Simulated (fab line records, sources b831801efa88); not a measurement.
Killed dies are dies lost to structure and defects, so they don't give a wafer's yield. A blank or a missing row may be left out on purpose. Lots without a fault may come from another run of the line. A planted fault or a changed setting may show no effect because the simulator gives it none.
Which tool did it? | flow sky130 | 11 lots, 33 wafers sampled, at 7 steps of a route of 708

WHAT THE GAUGES READ, wafer by wafer
SKY_POLY_GATE_CD_MEAS_22. Usual: cd_nm 149.9 nm, standard deviation 1.8.
lot  | measured     | on        | cd_nm (nm)        | flag
L230 | day 16 17:56 | cd_sem-02 | 150.2 151.1 152.0 |
L232 | day 17 04:44 | cd_sem-01 | 150.6 148.1 150.0 |
L233 | day 17 12:03 | cd_sem-01 | 151.0 149.0 149.1 |
L237 | day 19 01:00 | cd_sem-02 | 149.6 149.0 149.1 |
L235 | day 19 01:10 | cd_sem-01 | 151.5 148.1 150.2 |
L240 | day 20 05:38 | cd_sem-02 | 148.4 150.0 151.1 |
L241 | day 20 13:12 | cd_sem-02 | 149.4 149.1 148.7 |
L242 | day 21 01:31 | cd_sem-02 | 153.2 153.3 151.1 |
L243 | day 21 12:13 | cd_sem-02 | 146.9 146.7 150.1 |
L246 | day 22 10:35 | cd_sem-02 | 148.6 149.4 148.8 |
L250 | day 23 22:35 | cd_sem-01 | 153.8 150.5 152.5 |

SKY_LDD_P_TW_MEAS_11. Usual: LDD_P_TW 632, standard deviation 4.1.
lot  | measured     | on            | LDD_P_TW    | flag
L230 | day 19 08:04 | film_metro-02 | 637 636 637 |
L232 | day 19 19:50 | film_metro-02 | 643 640 636 |
L233 | day 20 03:40 | film_metro-04 | 630 630 629 |
L237 | day 21 15:35 | film_metro-03 | 635 633 637 |
L235 | day 21 15:55 | film_metro-02 | 633 637 637 |
L240 | day 22 20:46 | film_metro-04 | 628 627 628 |
L241 | day 23 03:46 | film_metro-04 | 628 633 629 |
L242 | day 23 16:16 | film_metro-04 | 627 629 631 |
L243 | day 24 03:19 | film_metro-02 | 640 635 640 |
L246 | day 24 23:52 | film_metro-03 | 635 634 632 |
L250 | day 26 11:14 | film_metro-02 | 638 636 641 |

SKY_SD_P_TW_MEAS_11. Usual: SD_P_TW 2811, standard deviation 18.
lot  | measured     | on            | SD_P_TW                       | flag
L230 | day 25 18:02 | film_metro-03 | 2817 2794 2797                |
L232 | day 26 07:19 | film_metro-02 | 2837 2838 2823                |
L233 | day 26 12:50 | film_metro-03 | 2802 2808 2787                |
L237 | day 27 22:51 | film_metro-03 | 2798 2783 2786                |
L235 | day 27 22:44 | film_metro-03 | 2790 2788 2796                |
L240 | day 29 03:31 | film_metro-02 | 2803 2801 2812                |
L241 | day 29 08:59 | film_metro-02 | 3103 3123 3094 3100 3118 3117 | OFF
L242 | day 29 19:31 | film_metro-03 | 3112 3111 3118 3120 3091 3122 | OFF
L243 | day 30 06:58 | film_metro-01 | 2791 2804 2782                |
L246 | day 31 01:08 | film_metro-01 | 2821 2809 2809                |
L250 | day 32 10:30 | film_metro-02 | 3092 3079 3103 3083 3100 3103 | OFF

SKY_SD_N_TW_MEAS_12. Usual: SD_N_TW 3968, standard deviation 20.
lot  | measured     | on            | SD_N_TW        | flag
L230 | day 28 03:47 | film_metro-02 | 3976 3963 3976 |
L232 | day 28 17:05 | film_metro-02 | 3962 3951 3977 |
L233 | day 28 22:22 | film_metro-02 | 3973 3962 3988 |
L237 | day 30 06:38 | film_metro-02 | 3984 3992 3987 |
L235 | day 30 06:30 | film_metro-02 | 3982 3974 3985 |
L240 | day 31 11:31 | film_metro-01 | 3999 3993 3971 |
L241 | day 31 17:23 | film_metro-03 | 3955 3956 3974 |
L242 | day 32 02:56 | film_metro-03 | 3938 3959 3952 |
L243 | day 32 14:52 | film_metro-02 | 3950 3957 3933 |
L246 | day 33 08:33 | film_metro-02 | 3964 3957 3940 |
L250 | day 34 15:56 | film_metro-03 | 3978 3951 3970 |

SKY_SD_N_RS_MEAS_17: measures by four-point-probe. Usual: SD_P_RS 148.1 ohm/sq, standard deviation 0.3.
lot  | measured     | on            | SD_P_RS (ohm/sq)                    | flag
L230 | day 28 04:14 | film_metro-01 | 148.7 148.2 148.7                   |
L232 | day 28 17:30 | film_metro-02 | 148.0 148.1 147.5                   |
L233 | day 28 22:48 | film_metro-03 | 148.3 148.3 148.7                   |
L237 | day 30 07:05 | film_metro-02 | 148.0 147.9 148.0                   |
L235 | day 30 06:55 | film_metro-03 | 148.0 147.6 147.7                   |
L240 | day 31 11:55 | film_metro-03 | 147.7 148.1 147.7                   |
L241 | day 31 17:50 | film_metro-02 | 138.2 138.6 138.0 138.4 139.0 138.6 | OFF
L242 | day 32 03:21 | film_metro-01 | 139.0 139.0 138.8 139.3 139.4 138.8 | OFF
L243 | day 32 15:16 | film_metro-02 | 148.2 148.3 148.1                   |
L246 | day 33 08:58 | film_metro-03 | 148.1 148.2 148.2                   |
L250 | day 34 16:20 | film_metro-02 | 139.0 139.1 139.5 139.1 139.5 139.1 | OFF

WHICH TOOL RAN EACH LOT (tool, then ch and the chambers of the sampled wafers, then the start)
lot  | SKY_SD_P_IMPLANT_09             | SKY_SD_P_STRIP_10
L230 | implanter-03 ch 0, day 25 17:47 | plasma_asher-03 ch 0,1, day 25 17:56
L232 | implanter-02 ch 0, day 26 07:04 | plasma_asher-04 ch 0,1, day 26 07:13
L233 | implanter-02 ch 0, day 26 12:35 | plasma_asher-01 ch 0,1, day 26 12:44
L237 | implanter-02 ch 0, day 27 22:38 | plasma_asher-01 ch 0,1, day 27 22:46
L235 | implanter-04 ch 0, day 27 22:31 | plasma_asher-03 ch 0,1, day 27 22:39
L240 | implanter-03 ch 0, day 29 03:16 | plasma_asher-03 ch 0,1, day 29 03:25
L241 | implanter-04 ch 0, day 29 08:25 | plasma_asher-01 ch 0,1, day 29 08:53
L242 | implanter-04 ch 0, day 29 18:58 | plasma_asher-03 ch 0,1, day 29 19:25
L243 | implanter-03 ch 0, day 30 06:37 | plasma_asher-04 ch 0,1, day 30 06:46
L246 | implanter-03 ch 0, day 31 00:55 | plasma_asher-04 ch 0,1, day 31 01:02
L250 | implanter-02 ch 0, day 32 09:55 | plasma_asher-03 ch 0,1, day 32 10:23
- SKY_SD_P_IMPLANT_09
- SKY_SD_P_STRIP_10: strips in O2/N2.

WHAT THE TOOLS THEMSELVES READ (means of the sampled wafers that have a number; where no wafer has one, the mark that the record gives instead)
SKY_SD_P_STRIP_10. Usual: chamber_pressure_mTorr 1500.2 mTorr, standard deviation 1.4; drypump_motor_current_A 5.6 A, standard deviation 0.61; oes_product_au 0.619 a.u., standard deviation 0.0048; strip_time_to_endpoint_s 17.42 s, standard deviation 0.048.
lot  | tool            | chamber_pressure_mTorr (mTorr) | drypump_motor_current_A (A) | oes_product_au (a.u.) | strip_time_to_endpoint_s (s) | flag
L230 | plasma_asher-03 | 1500.5                         | 5.6                         | 0.613                 | 17.39                        |
L232 | plasma_asher-04 | 1500.7                         | 5.6                         | 0.619                 | 17.53                        |
L233 | plasma_asher-01 | 1501.4                         | 6.2                         | 0.618                 | 17.37                        |
L237 | plasma_asher-01 | 1500.2                         | 6.2                         | 0.610                 | 17.36                        |
L235 | plasma_asher-03 | 1499.8                         | 5.6                         | 0.619                 | 17.45                        |
L240 | plasma_asher-03 | 1499.9                         | 5.6                         | 0.621                 | 17.49                        |
L241 | plasma_asher-01 | 1499.8                         | 6.4                         | 0.590                 | 18.82                        | OFF
L242 | plasma_asher-03 | 1500.7                         | 5.2                         | 0.590                 | 18.81                        | OFF
L243 | plasma_asher-04 | 1500.9                         | 5.3                         | 0.621                 | 17.49                        |
L246 | plasma_asher-04 | 1499.3                         | 5.6                         | 0.618                 | 17.47                        |
L250 | plasma_asher-03 | 1500.5                         | 5.6                         | 0.593                 | 18.81                        | OFF

THE ANSWER, worked out from the rows above alone
Rule: a lot is off if the mean of its wafers that have a number lies more than 3 standard deviations from the usual mean. A lot without any number at a reading at which 4 lots or more have one is off too. The other lots that the step has rows for count as sound. The gauges are gone through in route order, then the tools' own readings, and for those a lot's mean is taken as printed above. The first step at which some lot is off is used, and at that step the reading that is off furthest; a lot without a number counts as furthest.
Off: L241, L242, L250, at SKY_SD_P_TW_MEAS_11 (SD_P_TW).
A tool fits if, at a process step before that reading, it ran every lot that is off, and no sound lot after the first of them. The gauges at SKY_SD_P_TW_MEAS_11 aren't tried: what is off there is off at SKY_SD_P_STRIP_10 too, on other tools, and a gauge's error can't cause that. None of those tried fits.

WHAT THE SIMULATOR HAD PUT IN
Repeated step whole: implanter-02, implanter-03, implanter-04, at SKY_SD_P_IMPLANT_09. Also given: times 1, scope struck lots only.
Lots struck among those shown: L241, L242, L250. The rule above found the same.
